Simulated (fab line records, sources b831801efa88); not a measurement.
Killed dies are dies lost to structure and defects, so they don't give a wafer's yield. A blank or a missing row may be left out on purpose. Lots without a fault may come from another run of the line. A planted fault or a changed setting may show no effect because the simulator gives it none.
Which tool did it? | flow gf180mcu | 6 lots, 18 wafers sampled, at 3 steps of a route of 602

WHAT THE GAUGES READ, wafer by wafer
GF_V5_THK_MEAS_25: measures by xrf.
lot  | measured     | on            | V5_W_THK (nm)
L197 | day 28 16:21 | film_metro-02 | 350 355 353
L199 | day 29 07:03 | film_metro-02 | 354 351 353
L202 | day 30 04:59 | film_metro-03 | 336 341 343
L210 | day 32 07:25 | film_metro-02 | 371 354 369
L213 | day 32 22:56 | film_metro-02 | 370 371 353
L216 | day 34 02:36 | film_metro-04 | 346 345 349

WHICH TOOL RAN EACH LOT (tool, then ch and the chambers of the sampled wafers, then the start)
lot  | GF_MIM_SPUTTER_04            | GF_V5_STRIP_18
L197 | pvd_sputter-04, day 26 00:34 | plasma_asher-03 ch 0,1, day 28 15:26
L199 | pvd_sputter-03, day 26 16:21 | plasma_asher-03 ch 0,1, day 29 06:10
L202 | pvd_sputter-03, day 27 15:39 | plasma_asher-01 ch 0,1, day 30 03:58
L210 | pvd_sputter-04, day 29 23:47 | plasma_asher-03 ch 0,1, day 32 06:32
L213 | pvd_sputter-02, day 30 17:29 | plasma_asher-01 ch 0,1, day 32 21:58
L216 | pvd_sputter-02, day 32 00:01 | plasma_asher-01 ch 0,1, day 34 01:40
- GF_MIM_SPUTTER_04: material TiN, target thk 50 nm, time 41.7 s.
- GF_V5_STRIP_18: strips in O2/N2.

THE ANSWER, worked out from the rows above alone
Rule: what is usual is taken from the lots themselves. Put in order of their means at a reading, lots are off if they are a third of the lots or fewer, leave a main group of 4 or more, and stand apart from it by a gap of 3 or more times the standard deviation of the main group's means; of several such gaps the widest counts. A main group whose means are all the same, to the digits that the tables above print for the reading, isn't used. A lot without any number at a reading at which 4 lots or more have one is off too. The other lots that the step has rows for count as sound.
No lot is off at any reading shown: from this, nothing can be told.

WHAT THE SIMULATOR HAD PUT IN
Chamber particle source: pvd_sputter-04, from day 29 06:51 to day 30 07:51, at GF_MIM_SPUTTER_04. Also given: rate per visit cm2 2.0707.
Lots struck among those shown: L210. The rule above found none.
